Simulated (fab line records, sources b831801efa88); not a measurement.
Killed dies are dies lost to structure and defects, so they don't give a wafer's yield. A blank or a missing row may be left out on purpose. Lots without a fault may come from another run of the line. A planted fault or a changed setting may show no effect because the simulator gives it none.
Which tool did it? | flow sky130 | 24 lots, 72 wafers sampled, at 6 steps of a route of 708

WHAT THE GAUGES READ, wafer by wafer
SKY_VIA1_BOW_MEAS_03.
lot  | measured     | on            | VIA1_BOW (um)
L074 | day 33 04:35 | film_metro-03 | 83 73 84
L075 | day 33 13:14 | film_metro-04 | 87 80 88
L076 | day 33 18:33 | film_metro-02 | 79 71 76
L077 | day 34 12:25 | film_metro-03 | 73 90 79
L078 | day 35 13:49 | film_metro-03 | 84 87 81
L080 | day 35 21:59 | film_metro-02 | 83 89 74
L079 | day 35 22:32 | film_metro-03 | 78 76 73
L081 | day 36 14:01 | film_metro-02 | 87 77 89
L082 | day 36 16:07 | film_metro-02 | 89 75 71
L083 | day 36 17:23 | film_metro-03 | 77 70 85
L085 | day 36 18:52 | film_metro-03 | 79 93 76
L084 | day 36 19:03 | film_metro-02 | 77 78 74
L087 | day 37 07:45 | film_metro-03 | 83 77 90
L086 | day 37 13:57 | film_metro-04 | 68 82 78
L089 | day 38 01:41 | film_metro-02 | 78 89 92
L088 | day 38 07:20 | film_metro-04 | 77 68 82
L090 | day 38 15:42 | film_metro-04 | 75 73 84
L091 | day 38 18:10 | film_metro-04 | 71 68 74
L092 | day 38 22:21 | film_metro-02 | 81 88 82
L093 | day 38 23:47 | film_metro-02 | 91 86 80
L094 | day 39 03:53 | film_metro-04 | 86 85 68
L095 | day 40 00:26 | film_metro-03 | 75 71 87
L096 | day 40 01:38 | film_metro-03 | 72 69 77
L097 | day 40 04:18 | film_metro-04 | 68 74 75

SKY_VIA4_THK_MEAS_20: measures by xrf.
lot  | measured     | on            | VIA4_W_THK (nm)
L074 | day 43 06:38 | film_metro-01 | 514 522 510
L075 | day 43 12:25 | film_metro-01 | 525 519 527
L076 | day 43 16:13 | film_metro-02 | 512 511 508
L077 | day 44 10:22 | film_metro-02 | 528 519 525
L078 | day 45 09:17 | film_metro-01 | 502 509 508
L080 | day 45 12:47 | film_metro-02 | 518 512 518
L079 | day 45 15:02 | film_metro-01 | 508 512 513
L081 | day 46 02:05 | film_metro-01 | 522 523 524
L082 | day 46 04:26 | film_metro-02 | 516 514 513
L083 | day 46 06:28 | film_metro-01 | 514 522 516
L085 | day 46 07:26 | film_metro-02 | 526 514 517
L084 | day 46 10:16 | film_metro-02 | 522 532 524
L087 | day 46 15:16 | film_metro-02 | 515 519 514
L086 | day 46 23:43 | film_metro-01 | 520 518 525
L089 | day 47 04:46 | film_metro-02 | 522 512 524
L088 | day 47 09:53 | film_metro-01 | 516 507 513
L090 | day 47 18:58 | film_metro-02 | 516 514 517
L091 | day 48 00:51 | film_metro-02 | 516 507 509
L092 | day 48 02:26 | film_metro-01 | 516 521 520
L093 | day 48 03:48 | film_metro-01 | 515 514 517
L094 | day 48 06:34 | film_metro-02 | 518 518 517
L095 | day 48 22:21 | film_metro-04 | 524 515 519
L096 | day 48 22:13 | film_metro-01 | 510 507 512
L097 | day 49 01:48 | film_metro-04 | 528 524 520

WHICH TOOL RAN EACH LOT (tool, then ch and the chambers of the sampled wafers, then the start)
lot  | SKY_VIA1_CMP_02               | SKY_VIA2_CMP_02               | SKY_VIA2_SPUTTER_20          | SKY_METAL4_STRIP_19
L074 | cmp-02 ch 0,1,3, day 33 04:24 | cmp-01 ch 0,1,3, day 35 12:37 | pvd_sputter-03, day 36 16:14 | plasma_asher-02 ch 0,1, day 42 03:47
L075 | cmp-02 ch 0,1, day 33 12:59   | cmp-02 ch 0,2, day 35 20:25   | pvd_sputter-02, day 37 00:31 | plasma_asher-04 ch 0, day 42 10:38
L076 | cmp-01 ch 2,3, day 33 18:17   | cmp-01 ch 1,3, day 36 01:21   | pvd_sputter-02, day 37 04:35 | plasma_asher-04 ch 0, day 42 14:19
L077 | cmp-01 ch 1,3, day 34 12:07   | cmp-02 ch 1,3, day 36 22:56   | pvd_sputter-03, day 38 00:30 | plasma_asher-04 ch 0,1, day 43 08:46
L078 | cmp-01 ch 1,2, day 35 13:29   | cmp-02 ch 0,1, day 37 20:29   | pvd_sputter-03, day 39 00:20 | plasma_asher-03 ch 1, day 44 09:07
L080 | cmp-01 ch 0,1,2, day 35 21:41 | cmp-01 ch 0,1,3, day 38 03:00 | pvd_sputter-01, day 39 06:14 | plasma_asher-02 ch 0,1, day 44 12:55
L079 | cmp-01 ch 0,2, day 35 22:13   | cmp-01 ch 0,3, day 38 05:20   | pvd_sputter-02, day 39 08:49 | plasma_asher-04 ch 1, day 44 14:52
L081 | cmp-01 ch 1,2,3, day 36 13:47 | cmp-02 ch 1,2,3, day 38 19:58 | pvd_sputter-03, day 39 22:43 | plasma_asher-02 ch 0,1, day 45 02:21
L082 | cmp-01 ch 1,2, day 36 15:51   | cmp-02 ch 1,2,3, day 38 22:38 | pvd_sputter-01, day 40 01:14 | plasma_asher-04 ch 1, day 45 04:02
L083 | cmp-02 ch 2,3, day 36 17:04   | cmp-02 ch 0,1,2, day 39 00:23 | pvd_sputter-02, day 40 03:03 | plasma_asher-03 ch 0,1, day 45 06:32
L085 | cmp-02 ch 1,2, day 36 18:32   | cmp-02 ch 0,1,2, day 39 01:23 | pvd_sputter-01, day 40 04:38 | plasma_asher-02 ch 0,1, day 45 07:17
L084 | cmp-01 ch 0,1,3, day 36 18:44 | cmp-02 ch 0,2, day 39 01:40   | pvd_sputter-03, day 40 04:47 | plasma_asher-03 ch 0,1, day 45 08:46
L087 | cmp-01 ch 2,3, day 37 07:26   | cmp-02 ch 0,1,3, day 39 12:52 | pvd_sputter-01, day 40 14:41 | plasma_asher-03 ch 0,1, day 45 16:31
L086 | cmp-02 ch 0,2,3, day 37 13:39 | cmp-02 ch 0,1,2, day 39 20:18 | pvd_sputter-02, day 40 22:16 | plasma_asher-03 ch 0,1, day 45 23:46
L089 | cmp-01 ch 1,2,3, day 38 01:23 | cmp-02 ch 0,2,3, day 40 08:00 | pvd_sputter-02, day 41 08:59 | plasma_asher-04 ch 0,1, day 46 06:55
L088 | cmp-02 ch 0,1, day 38 07:00   | cmp-01 ch 2,3, day 40 13:23   | pvd_sputter-01, day 41 14:20 | plasma_asher-03 ch 0,1, day 46 12:53
L090 | cmp-02 ch 0,1,2, day 38 15:24 | cmp-02 ch 0,2, day 40 21:44   | pvd_sputter-03, day 41 22:38 | plasma_asher-02 ch 0,1, day 46 20:43
L091 | cmp-02 ch 2,3, day 38 17:55   | cmp-02 ch 1,2,3, day 41 00:11 | pvd_sputter-01, day 42 00:56 | plasma_asher-03 ch 0,1, day 46 23:52
L092 | cmp-02 ch 1,3, day 38 22:02   | cmp-02 ch 0,2,3, day 41 02:44 | pvd_sputter-03, day 42 04:17 | plasma_asher-02 ch 0,1, day 47 01:13
L093 | cmp-02 ch 0,2, day 38 23:32   | cmp-01 ch 0,2,3, day 41 04:11 | pvd_sputter-02, day 42 05:11 | plasma_asher-03 ch 0,1, day 47 02:37
L094 | cmp-02 ch 1,2, day 39 03:38   | cmp-01 ch 1,2,3, day 41 09:03 | pvd_sputter-02, day 42 09:05 | plasma_asher-04 ch 0,1, day 47 07:01
L095 | cmp-02 ch 1,2,3, day 40 00:13 | cmp-01 ch 0,1,2, day 42 03:53 | pvd_sputter-03, day 43 05:14 | plasma_asher-04 ch 0,1, day 47 23:47
L096 | cmp-02 ch 0,1,3, day 40 01:20 | cmp-01 ch 1,2,3, day 42 04:05 | pvd_sputter-01, day 43 05:35 | plasma_asher-03 ch 0,1, day 48 00:01
L097 | cmp-02 ch 0,1,2, day 40 04:05 | cmp-02 ch 1,2,3, day 42 08:16 | pvd_sputter-03, day 43 09:58 | plasma_asher-04 ch 0,1, day 48 03:53
- SKY_VIA1_CMP_02: polishes SiO2.
- SKY_VIA2_CMP_02: polishes SiO2.
- SKY_VIA2_SPUTTER_20: material TiN, target thk 20 nm, time 80 s.
- SKY_METAL4_STRIP_19: strips in O2/N2.

WHAT THE TOOLS THEMSELVES READ (means of the sampled wafers that have a number; where no wafer has one, the mark that the record gives instead)
SKY_VIA1_CMP_02.
lot  | tool   | motor_current_A (A)
L074 | cmp-02 | 12.7
L075 | cmp-02 | 12.7
L076 | cmp-01 | 12.2
L077 | cmp-01 | 12.0
L078 | cmp-01 | 13.5
L080 | cmp-01 | 12.0
L079 | cmp-01 | 11.2
L081 | cmp-01 | 12.1
L082 | cmp-01 | 13.1
L083 | cmp-02 | 13.1
L085 | cmp-02 | 13.4
L084 | cmp-01 | 11.1
L087 | cmp-01 | 11.3
L086 | cmp-02 | 12.8
L089 | cmp-01 | 12.4
L088 | cmp-02 | 12.8
L090 | cmp-02 | 13.4
L091 | cmp-02 | 13.4
L092 | cmp-02 | 13.6
L093 | cmp-02 | 12.2
L094 | cmp-02 | 13.3
L095 | cmp-02 | 13.5
L096 | cmp-02 | 13.1
L097 | cmp-02 | 13.3

SKY_VIA2_CMP_02.
lot  | tool   | motor_current_A (A)
L074 | cmp-01 | 11.1
L075 | cmp-02 | 12.6
L076 | cmp-01 | 10.6
L077 | cmp-02 | 13.9
L078 | cmp-02 | 13.0
L080 | cmp-01 | 11.3
L079 | cmp-01 | 10.0
L081 | cmp-02 | 13.3
L082 | cmp-02 | 13.2
L083 | cmp-02 | 12.8
L085 | cmp-02 | 13.2
L084 | cmp-02 | 13.0
L087 | cmp-02 | 12.9
L086 | cmp-02 | 13.6
L089 | cmp-02 | 12.7
L088 | cmp-01 | 12.3
L090 | cmp-02 | 12.6
L091 | cmp-02 | 13.2
L092 | cmp-02 | 12.5
L093 | cmp-01 | 11.2
L094 | cmp-01 | 12.1
L095 | cmp-01 | 12.2
L096 | cmp-01 | 12.4
L097 | cmp-02 | 13.3

SKY_VIA2_SPUTTER_20.
lot  | tool           | throttle_valve_pct (%)
L074 | pvd_sputter-03 | 29.4
L075 | pvd_sputter-02 | 29.8
L076 | pvd_sputter-02 | 29.8
L077 | pvd_sputter-03 | 29.5
L078 | pvd_sputter-03 | 29.6
L080 | pvd_sputter-01 | 29.3
L079 | pvd_sputter-02 | 30.4
L081 | pvd_sputter-03 | 29.6
L082 | pvd_sputter-01 | 30.4
L083 | pvd_sputter-02 | 31.4
L085 | pvd_sputter-01 | 28.8
L084 | pvd_sputter-03 | 29.8
L087 | pvd_sputter-01 | 29.9
L086 | pvd_sputter-02 | 30.7
L089 | pvd_sputter-02 | 31.1
L088 | pvd_sputter-01 | 29.4
L090 | pvd_sputter-03 | 29.6
L091 | pvd_sputter-01 | 30.3
L092 | pvd_sputter-03 | 29.7
L093 | pvd_sputter-02 | 31.2
L094 | pvd_sputter-02 | 30.5
L095 | pvd_sputter-03 | 30.7
L096 | pvd_sputter-01 | 30.2
L097 | pvd_sputter-03 | 30.3

SKY_METAL4_STRIP_19.
lot  | tool            | drypump_motor_current_A (A) | oes_product_au (a.u.) | strip_time_to_endpoint_s (s)
L074 | plasma_asher-02 | 5.79                        | 0.512                 | 6.75
L075 | plasma_asher-04 | 5.69                        | 0.504                 | 6.61
L076 | plasma_asher-04 | 5.72                        | 0.500                 | 6.54
L077 | plasma_asher-04 | 5.47                        | 0.504                 | 6.56
L078 | plasma_asher-03 | 5.86                        | 0.508                 | 6.61
L080 | plasma_asher-02 | 5.84                        | 0.500                 | 6.45
L079 | plasma_asher-04 | 5.30                        | 0.496                 | 6.51
L081 | plasma_asher-02 | 5.79                        | 0.501                 | 6.46
L082 | plasma_asher-04 | 5.33                        | 0.505                 | 6.56
L083 | plasma_asher-03 | 5.66                        | 0.498                 | 6.51
L085 | plasma_asher-02 | 5.79                        | 0.496                 | 6.39
L084 | plasma_asher-03 | 5.52                        | 0.499                 | 6.42
L087 | plasma_asher-03 | 5.56                        | 0.501                 | 6.48
L086 | plasma_asher-03 | 5.68                        | 0.498                 | 6.46
L089 | plasma_asher-04 | 5.40                        | 0.500                 | 6.54
L088 | plasma_asher-03 | 5.58                        | 0.497                 | 6.42
L090 | plasma_asher-02 | 5.85                        | 0.501                 | 6.59
L091 | plasma_asher-03 | 5.72                        | 0.495                 | 6.46
L092 | plasma_asher-02 | 5.85                        | 0.501                 | 6.54
L093 | plasma_asher-03 | 5.67                        | 0.508                 | 6.59
L094 | plasma_asher-04 | 5.58                        | 0.503                 | 6.47
L095 | plasma_asher-04 | 5.58                        | 0.501                 | 6.64
L096 | plasma_asher-03 | 5.54                        | 0.496                 | 6.44
L097 | plasma_asher-04 | 5.44                        | 0.501                 | 6.56

THE ANSWER, worked out from the rows above alone
Rule: what is usual is taken from the lots themselves. Put in order of their means at a reading, lots are off if they are a third of the lots or fewer, leave a main group of 4 or more, and stand apart from it by a gap of 3 or more times the standard deviation of the main group's means; of several such gaps the widest counts. A main group whose means are all the same, to the digits that the tables above print for the reading, isn't used. A lot without any number at a reading at which 4 lots or more have one is off too. The other lots that the step has rows for count as sound. The gauges are gone through in route order, then the tools' own readings, and for those a lot's mean is taken as printed above. The first step at which some lot is off is used, and at that step the reading that is off furthest; a lot without a number counts as furthest.
No lot is off at any reading shown: from this, nothing can be told.

WHAT THE SIMULATOR HAD PUT IN
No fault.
